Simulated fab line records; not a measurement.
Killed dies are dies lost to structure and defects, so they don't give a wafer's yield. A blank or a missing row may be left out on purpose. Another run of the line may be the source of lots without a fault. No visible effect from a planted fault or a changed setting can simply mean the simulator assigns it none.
Which tool is to blame? || flow gf180mcu || Sampling: 14 lots, 42 wafers, 4 of 602 route steps

WHAT EACH GAUGE READ, for each wafer
GF_M2_THK_MEAS_06: measures by xrf.
{"lot": "L797", "measured": "day 18 04:37", "on": "film-metro-02", "M2_ALCU_THK (nm)": "459 451 449"}
{"lot": "L798", "measured": "day 19 07:32", "on": "film-metro-03", "M2_ALCU_THK (nm)": "445 448 446"}
{"lot": "L800", "measured": "day 19 17:02", "on": "film-metro-03", "M2_ALCU_THK (nm)": "460 460 448"}
{"lot": "L803", "measured": "day 20 07:17", "on": "film-metro-01", "M2_ALCU_THK (nm)": "448 454 456"}
{"lot": "L802", "measured": "day 20 07:44", "on": "film-metro-03", "M2_ALCU_THK (nm)": "462 450 461"}
{"lot": "L808", "measured": "day 21 23:44", "on": "film-metro-01", "M2_ALCU_THK (nm)": "442 448 453"}
{"lot": "L809", "measured": "day 22 11:31", "on": "film-metro-02", "M2_ALCU_THK (nm)": "455 447 459"}
{"lot": "L810", "measured": "day 22 19:41", "on": "film-metro-02", "M2_ALCU_THK (nm)": "464 468 465"}
{"lot": "L815", "measured": "day 24 17:10", "on": "film-metro-01", "M2_ALCU_THK (nm)": "460 450 445"}
{"lot": "L816", "measured": "day 25 01:36", "on": "film-metro-02", "M2_ALCU_THK (nm)": "445 445 446"}
{"lot": "L817", "measured": "day 25 08:53", "on": "film-metro-03", "M2_ALCU_THK (nm)": "453 466 445"}
{"lot": "L818", "measured": "day 25 19:14", "on": "film-metro-02", "M2_ALCU_THK (nm)": "452 445 458"}
{"lot": "L819", "measured": "day 25 19:32", "on": "film-metro-02", "M2_ALCU_THK (nm)": "444 452 447"}
{"lot": "L820", "measured": "day 26 02:33", "on": "film-metro-03", "M2_ALCU_THK (nm)": "455 462 453"}

GF_V2_BOW_MEAS_05.
{"lot": "L797", "measured": "day 19 05:58", "on": "film-metro-03", "V2_BOW (um)": "90 105 103"}
{"lot": "L798", "measured": "day 20 09:34", "on": "film-metro-01", "V2_BOW (um)": "109 96 95"}
{"lot": "L800", "measured": "day 20 18:11", "on": "film-metro-03", "V2_BOW (um)": "97 96 98"}
{"lot": "L803", "measured": "day 21 08:12", "on": "film-metro-04", "V2_BOW (um)": "101 97 95"}
{"lot": "L802", "measured": "day 21 09:45", "on": "film-metro-03", "V2_BOW (um)": "96 100 89"}
{"lot": "L808", "measured": "day 22 23:25", "on": "film-metro-03", "V2_BOW (um)": "110 104 104"}
{"lot": "L809", "measured": "day 23 11:47", "on": "film-metro-04", "V2_BOW (um)": "114 106 95"}
{"lot": "L810", "measured": "day 23 19:24", "on": "film-metro-01", "V2_BOW (um)": "92 107 95"}
{"lot": "L815", "measured": "day 25 16:06", "on": "film-metro-01", "V2_BOW (um)": "99 89 111"}
{"lot": "L816", "measured": "day 26 01:14", "on": "film-metro-01", "V2_BOW (um)": "100 102 105"}
{"lot": "L817", "measured": "day 26 07:11", "on": "film-metro-01", "V2_BOW (um)": "113 101 116"}
{"lot": "L818", "measured": "day 26 17:34", "on": "film-metro-03", "V2_BOW (um)": "99 100 97"}
{"lot": "L819", "measured": "day 26 17:56", "on": "film-metro-03", "V2_BOW (um)": "88 98 88"}
{"lot": "L820", "measured": "day 27 01:09", "on": "film-metro-03", "V2_BOW (um)": "99 102 99"}

GF_M3_THK_MEAS_06: measures by xrf.
{"lot": "L797", "measured": "day 20 08:10", "on": "film-metro-04", "M3_ALCU_THK (nm)": "450 459 458"}
{"lot": "L798", "measured": "day 21 11:29", "on": "film-metro-03", "M3_ALCU_THK (nm)": "456 445 450"}
{"lot": "L800", "measured": "day 21 19:57", "on": "film-metro-02", "M3_ALCU_THK (nm)": "453 462 464"}
{"lot": "L803", "measured": "day 22 08:57", "on": "film-metro-02", "M3_ALCU_THK (nm)": "461 454 453"}
{"lot": "L802", "measured": "day 22 11:23", "on": "film-metro-03", "M3_ALCU_THK (nm)": "459 452 457"}
{"lot": "L808", "measured": "day 23 23:36", "on": "film-metro-04", "M3_ALCU_THK (nm)": "456 458 462"}
{"lot": "L809", "measured": "day 24 11:16", "on": "film-metro-03", "M3_ALCU_THK (nm)": "457 460 454"}
{"lot": "L810", "measured": "day 24 18:46", "on": "film-metro-03", "M3_ALCU_THK (nm)": "458 460 464"}
{"lot": "L815", "measured": "day 26 15:45", "on": "film-metro-03", "M3_ALCU_THK (nm)": "450 456 446"}
{"lot": "L816", "measured": "day 27 00:23", "on": "film-metro-02", "M3_ALCU_THK (nm)": "460 455 459"}
{"lot": "L817", "measured": "day 27 05:57", "on": "film-metro-04", "M3_ALCU_THK (nm)": "454 452 456"}
{"lot": "L818", "measured": "day 27 16:05", "on": "film-metro-03", "M3_ALCU_THK (nm)": "453 453 451"}
{"lot": "L819", "measured": "day 27 16:25", "on": "film-metro-02", "M3_ALCU_THK (nm)": "461 460 467"}
{"lot": "L820", "measured": "day 27 23:14", "on": "film-metro-04", "M3_ALCU_THK (nm)": "457 455 455"}

WHAT TOOL EACH LOT RAN ON (gives the tool, then ch and the chambers of the sampled wafers, and finally the start)
{"lot": "L797", "GF_V2_CMP_26": "cmp-02 ch 0,1,2, day 20 07:38"}
{"lot": "L798", "GF_V2_CMP_26": "cmp-01 ch 0,1,3, day 21 11:00"}
{"lot": "L800", "GF_V2_CMP_26": "cmp-01 ch 0,1, day 21 19:19"}
{"lot": "L803", "GF_V2_CMP_26": "cmp-02 ch 0,2,3, day 22 08:24"}
{"lot": "L802", "GF_V2_CMP_26": "cmp-02 ch 0,3, day 22 10:45"}
{"lot": "L808", "GF_V2_CMP_26": "cmp-02 ch 0,1,3, day 23 23:01"}
{"lot": "L809", "GF_V2_CMP_26": "cmp-02 ch 0,2,3, day 24 10:37"}
{"lot": "L810", "GF_V2_CMP_26": "cmp-02 ch 0,2,3, day 24 18:08"}
{"lot": "L815", "GF_V2_CMP_26": "cmp-01 ch 2,3, day 26 15:09"}
{"lot": "L816", "GF_V2_CMP_26": "cmp-02 ch 0,1,2, day 26 23:47"}
{"lot": "L817", "GF_V2_CMP_26": "cmp-01 ch 0,1,3, day 27 05:22"}
{"lot": "L818", "GF_V2_CMP_26": "cmp-02 ch 0,2,3, day 27 15:29"}
{"lot": "L819", "GF_V2_CMP_26": "cmp-01 ch 0,1,2, day 27 15:49"}
{"lot": "L820", "GF_V2_CMP_26": "cmp-01 ch 0,1,2, day 27 22:38"}
- GF_V2_CMP_26: polishes, stops on SiO2, t overpolish 15 s, target thk 0 nm.

AS READ BY THE TOOLS THEMSELVES (means over the sampled wafers that have a number; for cases with no such wafer, the mark the record gives instead)
GF_V2_CMP_26.
{"lot": "L797", "tool": "cmp-02", "motor-current-A (A)": 11.0, "overpolish-run-s (s)": 14.993, "platen-rpm (rpm)": 59.98, "time-to-endpoint-s (s)": 83}
{"lot": "L798", "tool": "cmp-01", "motor-current-A (A)": 13.0, "overpolish-run-s (s)": 14.997, "platen-rpm (rpm)": 60.00, "time-to-endpoint-s (s)": 91}
{"lot": "L800", "tool": "cmp-01", "motor-current-A (A)": 13.0, "overpolish-run-s (s)": 14.992, "platen-rpm (rpm)": 59.97, "time-to-endpoint-s (s)": 91}
{"lot": "L803", "tool": "cmp-02", "motor-current-A (A)": 10.0, "overpolish-run-s (s)": 15.009, "platen-rpm (rpm)": 60.02, "time-to-endpoint-s (s)": 86}
{"lot": "L802", "tool": "cmp-02", "motor-current-A (A)": 8.7, "overpolish-run-s (s)": 14.999, "platen-rpm (rpm)": 60.01, "time-to-endpoint-s (s)": 82}
{"lot": "L808", "tool": "cmp-02", "motor-current-A (A)": 10.1, "overpolish-run-s (s)": 14.996, "platen-rpm (rpm)": 66.03, "time-to-endpoint-s (s)": 74}
{"lot": "L809", "tool": "cmp-02", "motor-current-A (A)": 10.3, "overpolish-run-s (s)": 15.013, "platen-rpm (rpm)": 65.98, "time-to-endpoint-s (s)": 75}
{"lot": "L810", "tool": "cmp-02", "motor-current-A (A)": 10.0, "overpolish-run-s (s)": 14.997, "platen-rpm (rpm)": 66.00, "time-to-endpoint-s (s)": 78}
{"lot": "L815", "tool": "cmp-01", "motor-current-A (A)": 12.6, "overpolish-run-s (s)": 14.996, "platen-rpm (rpm)": 59.99, "time-to-endpoint-s (s)": 87}
{"lot": "L816", "tool": "cmp-02", "motor-current-A (A)": 11.4, "overpolish-run-s (s)": 15.003, "platen-rpm (rpm)": 60.00, "time-to-endpoint-s (s)": 83}
{"lot": "L817", "tool": "cmp-01", "motor-current-A (A)": 12.7, "overpolish-run-s (s)": 14.993, "platen-rpm (rpm)": 60.03, "time-to-endpoint-s (s)": 85}
{"lot": "L818", "tool": "cmp-02", "motor-current-A (A)": 9.9, "overpolish-run-s (s)": 14.997, "platen-rpm (rpm)": 59.97, "time-to-endpoint-s (s)": 87}
{"lot": "L819", "tool": "cmp-01", "motor-current-A (A)": 12.6, "overpolish-run-s (s)": 15.006, "platen-rpm (rpm)": 60.05, "time-to-endpoint-s (s)": 88}
{"lot": "L820", "tool": "cmp-01", "motor-current-A (A)": 12.9, "overpolish-run-s (s)": 14.998, "platen-rpm (rpm)": 60.04, "time-to-endpoint-s (s)": 94}

THE ANSWER, worked out from the rows above alone
Rule: what is usual is taken from the lots themselves. The widest of any qualifying gaps counts: lots, ordered by their means at a reading, are off when they make up no more than a third of the lots, leave a main group of 4 or more, and stand apart from it by 3 or more times the standard deviation of that group's means. Not used: any main group whose means are identical at the precision the tables above print for the reading. A lot without any number at a reading at which 4 lots or more have one is off too. All remaining lots with rows at the step are treated as sound. Order of review: gauges by route order, followed by the tools' own readings, for which a lot's mean as printed above is used. At the first step where some lot is off, the reading lying furthest off is the one used; lots without a number count as furthest.
Off at GF_V2_CMP_26 (platen-rpm): L808, L809, L810. Mean 60.01 rpm and standard deviation 0.026 in the main group.
A tool fits if, at that step or a process step before it, it ran every lot that is off, and no sound lot after the first of them. Not one of the candidates tried fits.

WHAT THE SIMULATOR HAD PUT IN
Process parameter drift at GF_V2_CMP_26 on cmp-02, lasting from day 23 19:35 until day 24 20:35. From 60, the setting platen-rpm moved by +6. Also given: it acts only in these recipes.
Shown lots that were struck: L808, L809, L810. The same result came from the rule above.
